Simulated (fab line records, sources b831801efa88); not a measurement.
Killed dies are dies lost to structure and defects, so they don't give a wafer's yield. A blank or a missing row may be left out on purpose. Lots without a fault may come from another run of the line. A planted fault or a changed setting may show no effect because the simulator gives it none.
fab line records | flow sky130
record lots=7 wafers=18 last_day=50
route steps=708 shown LDD_P@263 LDD_HVN@267 PAD_OPEN@708
lots that met no fault: from a run of the same line without faults
start_h: hours from the record's first day to the start of the lot's first wafer shown | wait_h: hours since the lot's step before | " the same as in the row above | L1.1+2: a row that stands for several wafers | - no value, or no start given | * or withheld: withheld | < > ~ a bound
route shown NAME@n: a module of which the file shows steps, and the number in the route of the first | usual: mean/standard deviation of fault-free wafers | same: alike in all rows | chamber/n: place in a boat | sites: the reading at each site | _std_site: their standard deviation | _edge_site: outer sites' mean less inner sites' | radius_mm: how far each site lies from the wafer's centre | mask NAME#n: copy n | behind: the tool/chamber that last shaped the wafer | hold: why the lot was held/for how many hours/how that ended | device: the transistor (n, p or np) that didn't switch | end of line: the same wafers' tests at the end of the route | a step without rows: its recipe alone | killed: dies lost to structure and defects at the first sort, not the wafer's yield | map: a wafer's dies, x killed, . not, _ none there
set.NAME: the setting as run; set.NAME@STEP: as run at that earlier step | model.NAME: the simulator's own value behind a step, which no gauge read
lots at some steps of the route; a table a step, a row a wafer
services: from which hour (start_h, from the record's first day; less than 0 if before it) a tool's chamber was out of use, for how many hours, and why
## steps
# step SKY_LDD_P_OVL_MEAS_08
# usual LDD_P_OVL=2.4/1.6
# columns lot.wafer tool chamber start_h wait_h LDD_P_OVL[nm]
L405.2 overlay-01 - 478.05 0.1 4.3
L405.3 " - " " 4.6
L405.5 " - " " 4.0
L409.1 overlay-01 - 538.47 0.1 1.9
L409.2 " - " " 2.0
L409.6 " - " " 3.1
L413.3 overlay-02 - 544.41 0.1 3.2
L413.4 " - " " 3.7
L414.3 overlay-02 - 569.24 0.1 1.8
L414.4 " - " " 1.6
L418.2 overlay-01 - 585.39 0.1 3.1
L418.5 " - " " 3.2
L421.2 overlay-02 - 608.34 0.1 1.3
L421.3 " - " " 2.0
L421.6 " - " " 2.7
L423.1 overlay-02 - 626.94 0.1 -0.3
L423.2 " - " " -1.0
L423.6 " - " " -0.1
# step SKY_LDD_P_IMPLANT_09
# recipe species=BF2 energy_kev=25 dose_cm2=1e+13 tilt_deg=withheld
# step SKY_LDD_P_STRIP_10
# recipe chemistry=O2/N2 power_w=1400 pressure_mtorr=1500 platen_temp_c=withheld o2_flow_sccm=3000 n2_flow_sccm=300 overash_fraction=0.5
# usual drypump_motor_current_A=5.7/0.42 oes_product_au=0.716/0.0046 strip_time_to_endpoint_s=14.18/0.041
# columns lot.wafer tool chamber start_h wait_h drypump_motor_current_A oes_product_au rf_hours_counter_h strip_time_to_endpoint_s
L405.2 plasma_asher-03 1 478.23 0.1 5.6 0.715 5 14.21
L405.3 " 0 " " 6.0 0.715 - 14.20
L405.5 " 1 " " 5.6 0.711 - 14.22
L409.1 plasma_asher-02 0 538.66 0.1 5.4 0.708 85 14.17
L409.2 " 1 " " 5.5 0.714 85 14.20
L409.6 " 0 " " 5.3 0.714 - 14.20
L413.3 plasma_asher-04 1 544.62 0.1 5.4 0.713 - 14.10
L413.4 " 0 " " 6.6 0.709 - 14.18
L414.3 plasma_asher-02 0 569.44 0.1 5.4 0.706 - 14.13
L414.4 " 1 " " 5.5 0.717 - 14.16
L418.2 plasma_asher-03 0 585.57 0.1 6.1 0.717 15 14.15
L418.5 " 0 " " 6.1 0.716 - 14.20
L421.2 plasma_asher-04 1 608.52 0.1 5.4 0.720 43 14.15
L421.3 " 1 " " 5.4 0.714 - 14.14
L421.6 " 1 " " 5.4 0.719 - 14.12
L423.1 plasma_asher-04 0 627.12 0.1 6.6 0.717 45 14.21
L423.2 " 1 " " 5.4 0.716 45 14.22
L423.6 " 1 " " 5.4 0.720 - 14.20
# step SKY_LDD_P_TW_MEAS_11
# usual LDD_P_TW=639/3
# columns lot.wafer tool chamber start_h wait_h LDD_P_TW
L405.2 film_metro-03 - 478.34 0.1 644
L405.3 " - " " 639
L405.5 " - " " 641
L409.1 film_metro-02 - 538.76 0.1 638
L409.2 " - " " 641
L409.6 " - " " 635
L413.3 film_metro-04 - 544.70 0.1 643
L413.4 " - " " 640
L414.3 film_metro-04 - 569.53 0.1 637
L414.4 " - " " 641
L418.2 film_metro-03 - 585.68 0.1 638
L418.5 " - " " 642
L421.2 film_metro-04 - 608.63 0.1 637
L421.3 " - " " 639
L421.6 " - " " 635
L423.1 film_metro-02 - 627.22 0.1 634
L423.2 " - " " 632
L423.6 " - " " 633
# step SKY_LDD_HVN_DEHYDRATE_00
# recipe temp_c=200 time_s=60
# step SKY_LDD_HVN_HMDS_01
# recipe prime_time_s=60 prime_temp_c=120
# step SKY_LDD_HVN_COAT_02
# recipe resist=NOVOLAK spin_rpm=3000 resist_thk_nm=300
# step SKY_LDD_HVN_SOFTBAKE_03
# recipe temp_c=90 time_s=60 resist=NOVOLAK
# step SKY_LDD_HVN_EXPOSE_04
# recipe mask_id=HVNTM na=0.6 source_shape=conventional sigma_outer=0.6 polarization=unpolarized target_cd_nm=700 dose_mj=127
# step SKY_LDD_HVN_PEB_05
# recipe temp_c=withheld time_s=* resist=NOVOLAK
# step SKY_LDD_HVN_DEVELOP_06
# recipe resist=NOVOLAK developer=TMAH develop_time_s=60 dev_temp_c=23
# step SKY_LDD_HVN_OVL_MEAS_07
# usual LDD_HVN_OVL=1.2/1.5
# columns lot.wafer tool chamber start_h wait_h LDD_HVN_OVL[nm]
L405.2 overlay-01 - 509.75 0.1 1.3
L405.3 " - " " 1.7
L405.5 " - " " -0.3
L409.1 overlay-01 - 568.07 0.1 0.1
L409.2 " - " " 0.5
L409.6 " - " " 1.5
L413.3 overlay-01 - 574.73 0.1 -1.0
L413.4 " - " " -1.2
L414.3 overlay-02 - 598.29 0.1 3.5
L414.4 " - " " 2.0
L418.2 overlay-01 - 613.10 0.1 3.0
L418.5 " - " " 5.0
L421.2 overlay-02 - 636.55 0.1 1.0
L421.3 " - " " 0.2
L421.6 " - " " 0.0
L423.1 overlay-01 - 655.53 0.1 0.2
L423.2 " - " " 0.6
L423.6 " - " " 1.7
# step SKY_LDD_HVN_IMPLANT_08
# recipe species=P energy_kev=60 dose_cm2=3e+13 tilt_deg=40
# usual beam_on_s=9.99/0.21 end_station_pressure_torr=5.14e-06/3e-07 faraday_current_uA=169/3.6 tilt_deg=39.999/0.023
# same implant_ion_amu=31
# columns lot.wafer tool chamber start_h wait_h beam_on_s end_station_pressure_torr faraday_current_uA tilt_deg
L405.2 implanter-02 0 509.80 0.0 10.51 4.87e-06 161 39.998
L405.3 " 0 " " 10.09 5.35e-06 168 39.990
L405.5 " 0 " " 10.00 5.46e-06 168 39.997
L409.1 implanter-03 0 568.10 0.0 9.99 5.16e-06 169 39.965
L409.2 " 0 " " 10.10 5.09e-06 166 40.038
L409.6 " 0 " " 10.40 4.73e-06 162 40.019
L413.3 implanter-03 0 574.80 0.1 10.93 5.25e-06 155 40.048
L413.4 " 0 " " 10.09 5.04e-06 167 39.991
L414.3 implanter-03 0 598.36 0.1 11.14 5.27e-06 152 39.973
L414.4 " 0 " " 9.93 5.7e-06 170 39.971
L418.2 implanter-03 0 613.15 0.0 11.05 5.27e-06 153 39.985
L418.5 " 0 " " 9.80 5.42e-06 172 40.019
L421.2 implanter-02 0 636.60 0.0 9.82 4.91e-06 172 39.990
L421.3 " 0 " " 10.00 5.16e-06 169 40.004
L421.6 " 0 " " 10.17 5.01e-06 167 39.978
L423.1 implanter-01 0 655.56 0.0 9.96 5.51e-06 170 39.960
L423.2 " 0 " " 9.50 5.15e-06 176 39.956
L423.6 " 0 " " 10.10 5.01e-06 168 39.960
# step SKY_LDD_HVN_STRIP_09
# recipe chemistry=O2/N2 power_w=1400 pressure_mtorr=1500 platen_temp_c=withheld o2_flow_sccm=3000 n2_flow_sccm=300 overash_fraction=0.5
# usual drypump_motor_current_A=5.7/0.42 oes_product_au=0.409/0.0046 strip_time_to_endpoint_s=4.132/0.013
# columns lot.wafer tool chamber start_h wait_h drypump_motor_current_A oes_product_au rf_hours_counter_h strip_time_to_endpoint_s
L405.2 plasma_asher-04 0 509.93 0.1 6.6 0.413 33 4.145
L405.3 " 1 " " 5.4 0.406 - 4.119
L405.5 " 0 " " 6.6 0.418 - 4.135
L409.1 plasma_asher-04 1 568.25 0.1 5.4 0.409 39 4.126
L409.2 " 0 " " 6.6 0.407 39 4.126
L409.6 " 0 " " 6.6 0.416 - 4.141
L413.3 plasma_asher-04 0 574.94 0.1 6.6 0.404 - 4.131
L413.4 " 1 " " 5.4 0.406 - 4.149
L414.3 plasma_asher-01 0 598.49 0.1 5.7 0.414 - 4.137
L414.4 " 1 " " 5.9 0.411 - 4.124
L418.2 plasma_asher-01 1 613.28 0.1 5.9 0.408 80 4.133
L418.5 " 1 " " 5.9 0.414 - 4.148
L421.2 plasma_asher-01 0 636.73 0.1 5.7 0.409 83 4.128
L421.3 " 1 " " 5.8 0.406 - 4.117
L421.6 " 0 " " 5.7 0.407 - 4.131
L423.1 plasma_asher-01 1 655.71 0.1 5.9 0.405 85 4.125
L423.2 " 0 " " 5.7 0.410 85 4.134
L423.6 " 1 " " 5.9 0.403 - 4.129
# step SKY_PAD_OPEN_PROBE_99
# usual killed_at_M0_to_M3=44/7.7 killed_at_M4_up=3.0/1.9 killed_at_contacts=25/5.6 killed_at_front_end=15/4.6 killed_at_other=0.3/0.47 killed_dies=86/9.9 killed_on_rim=17/3.6 killed_open=47/7.4 killed_short=39/5.9
# same gross_dies=492 killed_at_back_side=0
# columns lot.wafer tool chamber start_h wait_h killed_at_M0_to_M3 killed_at_M4_up killed_at_contacts killed_at_front_end killed_at_other killed_dies killed_on_rim killed_open killed_short model.etest.tip_n_5v.rs_ohm_sq
L405.2 prober-01 - 1110.29 0.1 52 1 19 16 0 88 18 44 44 1395
L405.3 prober-01 - 1110.34 0.2 32 3 24 15 0 74 17 37 37 1403
L405.5 prober-01 - 1110.44 0.2 40 2 31 14 1 88 20 53 35 1389
L409.1 prober-01 - 1144.78 0.1 38 4 18 18 0 78 14 42 36 1390
L409.2 prober-01 - 1144.83 0.1 42 3 19 19 1 84 14 39 45 1382
L409.6 prober-01 - 1145.03 0.2 57 2 29 17 0 105 15 61 44 1380
L413.3 prober-01 - 1153.66 0.2 44 3 26 12 0 85 15 48 37 1298
L413.4 prober-01 - 1153.71 0.2 43 3 25 23 0 94 14 48 46 1398
L414.3 prober-02 - 1166.08 0.2 44 3 18 19 1 85 17 48 37 -
L414.4 prober-02 - 1166.13 0.2 58 4 22 12 0 96 19 48 48 -
L418.2 prober-01 - 1176.74 0.1 47 0 29 12 0 88 14 48 40 1273
L418.5 prober-01 - 1176.89 0.2 47 1 30 21 0 99 13 53 46 1371
L421.2 prober-02 - 1189.96 0.1 39 2 36 13 0 90 24 43 47 1378
L421.3 prober-02 - 1190.01 0.2 43 4 22 22 0 91 16 51 40 1388
L421.6 prober-02 - 1190.16 0.2 36 5 27 12 1 81 14 38 43 1391
L423.1 prober-02 - 1199.07 0.1 49 1 21 19 1 91 23 55 36 1375
L423.2 prober-02 - 1199.12 0.1 40 4 15 10 0 69 13 31 38 1376
L423.6 prober-02 - 1199.32 0.2 26 5 14 14 0 59 12 33 26 1372
# killed by level:class
L405.2 VIA1:geometric_particle:open=10 VIA3:geometric_particle:open=8 VIA3:geometric_particle:short=7 VIA2:geometric_particle:open=7 CONTACT:geometric_particle:open=6 VIA1:geometric_particle:short=5 SONOS_ONO:geometric_particle:short=5 FIELD_ISO:geometric_particle:short=4
L405.3 CONTACT:geometric_particle:open=9 VIA1:geometric_particle:open=9 CONTACT:geometric_particle:short=7 FIELD_ISO:geometric_particle:short=5 LI_CONTACT:geometric_particle:open=5 METAL1:geometric_particle:short=5 VIA1:geometric_particle:short=4 VIA3:geometric_particle:open=4
L405.5 LI_CONTACT:geometric_particle:open=13 CONTACT:geometric_particle:open=8 VIA1:geometric_particle:open=8 VIA3:geometric_particle:open=8 POLY_GATE:geometric_particle:open=5 METAL1:geometric_particle:short=5 VIA2:geometric_particle:open=5 LI_CONTACT:geometric_particle:short=4
L409.1 VIA2:geometric_particle:open=10 FIELD_ISO:geometric_particle:open=7 VIA1:geometric_particle:open=7 LOCAL_INTERCONNECT:geometric_particle:short=6 METAL1:geometric_particle:short=6 POLY_GATE:geometric_particle:open=5 VIA3:geometric_particle:short=5 LI_CONTACT:geometric_particle:open=4
L409.2 VIA1:geometric_particle:open=10 METAL1:geometric_particle:short=8 POLY_GATE:geometric_particle:short=7 CONTACT:geometric_particle:open=7 METAL2:geometric_particle:short=6 FIELD_ISO:geometric_particle:short=5 LI_CONTACT:geometric_particle:open=5 LOCAL_INTERCONNECT:geometric_particle:short=5
L409.6 VIA1:geometric_particle:open=20 LI_CONTACT:geometric_particle:open=11 VIA2:geometric_particle:open=9 METAL1:geometric_particle:short=7 VIA3:geometric_particle:open=7 CONTACT:geometric_particle:open=6 LI_CONTACT:geometric_particle:short=6 FIELD_ISO:geometric_particle:short=5
L413.3 VIA3:geometric_particle:open=12 LI_CONTACT:geometric_particle:open=9 VIA1:geometric_particle:open=9 CONTACT:geometric_particle:open=6 VIA1:geometric_particle:short=6 LOCAL_INTERCONNECT:geometric_particle:short=5 CONTACT:geometric_particle:short=4 METAL1:geometric_particle:short=4
L413.4 VIA1:geometric_particle:open=10 CONTACT:geometric_particle:open=9 VIA3:geometric_particle:open=9 VIA1:geometric_particle:short=7 FIELD_ISO:geometric_particle:open=6 CONTACT:geometric_particle:short=6 POLY_GATE:geometric_particle:short=5 SPACER:geometric_particle:short=5
L414.3 VIA3:geometric_particle:open=8 VIA1:geometric_particle:open=8 METAL2:geometric_particle:short=7 CONTACT:geometric_particle:open=6 POLY_GATE:geometric_particle:open=5 LI_CONTACT:geometric_particle:open=5 VIA2:geometric_particle:open=5 FIELD_ISO:geometric_particle:open=4
L414.4 VIA1:geometric_particle:open=14 METAL1:geometric_particle:short=12 VIA3:geometric_particle:open=8 LOCAL_INTERCONNECT:geometric_particle:short=7 VIA2:geometric_particle:open=7 CONTACT:geometric_particle:open=6 VIA1:geometric_particle:short=5 FIELD_ISO:geometric_particle:open=4
L418.2 CONTACT:geometric_particle:open=11 VIA1:geometric_particle:open=9 VIA2:geometric_particle:open=7 LI_CONTACT:geometric_particle:open=6 CONTACT:geometric_particle:short=6 VIA1:geometric_particle:short=6 VIA3:geometric_particle:open=5 FIELD_ISO:geometric_particle:open=4
L418.5 VIA2:geometric_particle:open=10 LI_CONTACT:geometric_particle:open=10 CONTACT:geometric_particle:open=10 VIA1:geometric_particle:open=8 FIELD_ISO:geometric_particle:short=7 METAL2:geometric_particle:short=7 CONTACT:geometric_particle:short=6 VIA3:geometric_particle:open=5
L421.2 CONTACT:geometric_particle:open=12 CONTACT:geometric_particle:short=9 VIA2:geometric_particle:open=7 LI_CONTACT:geometric_particle:open=6 VIA3:geometric_particle:open=6 FIELD_ISO:geometric_particle:short=5 LOCAL_INTERCONNECT:geometric_particle:short=5 VIA1:geometric_particle:open=5
L421.3 VIA1:geometric_particle:open=11 FIELD_ISO:geometric_particle:open=7 VIA2:geometric_particle:open=7 CONTACT:geometric_particle:open=6 LI_CONTACT:geometric_particle:open=6 POLY_GATE:geometric_particle:open=5 CONTACT:geometric_particle:short=5 VIA3:geometric_particle:open=5
L421.6 CONTACT:geometric_particle:open=9 METAL1:geometric_particle:short=6 LI_CONTACT:geometric_particle:open=5 CONTACT:geometric_particle:short=5 VIA2:geometric_particle:open=5 METAL4:geometric_particle:short=5 VIA3:geometric_particle:open=4 LI_CONTACT:geometric_particle:short=4
L423.1 VIA1:geometric_particle:open=12 METAL2:geometric_particle:short=8 CONTACT:geometric_particle:open=7 METAL3:geometric_particle:short=5 VIA1:geometric_particle:short=5 VIA2:geometric_particle:open=5 VIA3:geometric_particle:open=5 FIELD_ISO:geometric_particle:open=4
L423.2 VIA2:geometric_particle:open=7 POLY_GATE:geometric_particle:short=6 METAL1:geometric_particle:short=5 CONTACT:geometric_particle:open=5 VIA1:geometric_particle:open=5 METAL3:geometric_particle:short=5 VIA1:geometric_particle:short=4 METAL2:geometric_particle:short=4
L423.6 VIA1:geometric_particle:open=8 LI_CONTACT:geometric_particle:open=6 VIA1:geometric_particle:short=6 CONTACT:geometric_particle:short=4 POLY_GATE:geometric_particle:short=3 SPACER:geometric_particle:open=3 VIA3:geometric_particle:open=3 METAL4:geometric_particle:open=3
## services
# columns tool chamber start_h hours kind
implanter-02 - 455.97 4.7 repair
implanter-03 - 464.32 1.6 repair
plasma_asher-01 - 477.47 1.2 repair
implanter-01 - 491.95 2.7 repair
implanter-02 - 505.58 1.1 repair
plasma_asher-03 - 516.59 2.8 pm
implanter-01 - 538.82 17.4 repair
implanter-01 - 556.25 4.1 pm
implanter-01 - 565.25 24.1 pm
plasma_asher-01 - 608.61 1.0 repair
implanter-03 - 628.94 1.4 repair
implanter-03 - 652.18 2.7 repair
## key
first_sign step=SKY_LDD_HVN_IMPLANT_08 reading=beam_on_s direction=up sigmas=4.9 usual=9.99 struck=11.04
effect step=SKY_LDD_HVN_IMPLANT_08 reading=faraday_current_uA direction=down sigmas=4.3 usual=169 struck=154
model_effect step=SKY_PAD_OPEN_PROBE_99 value=etest.tip_n_5v.rs_ohm_sq without=1380 struck=1285
met_at SKY_LDD_HVN_IMPLANT_08
struck_wafers L413.3,L414.3,L418.2
tester_left_out L413,L414,L418
onset_between 568.10 574.80
fault kind=process_parameter_drift tool=implanter-03 chamber=- onset_h=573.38 steps=SKY_LDD_HVN_IMPLANT_08 channel=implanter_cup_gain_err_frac offset=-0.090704 shape=step end_h=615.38 scope=struck_wafers_only
# tester_left_out: of these lots the tester's yield and bins aren't shown, on N5 and GAA mostly nor the transistor test; their killed dies are dies lost to structure and defects alone, not to doping, threshold or leakage, so they don't give the yield
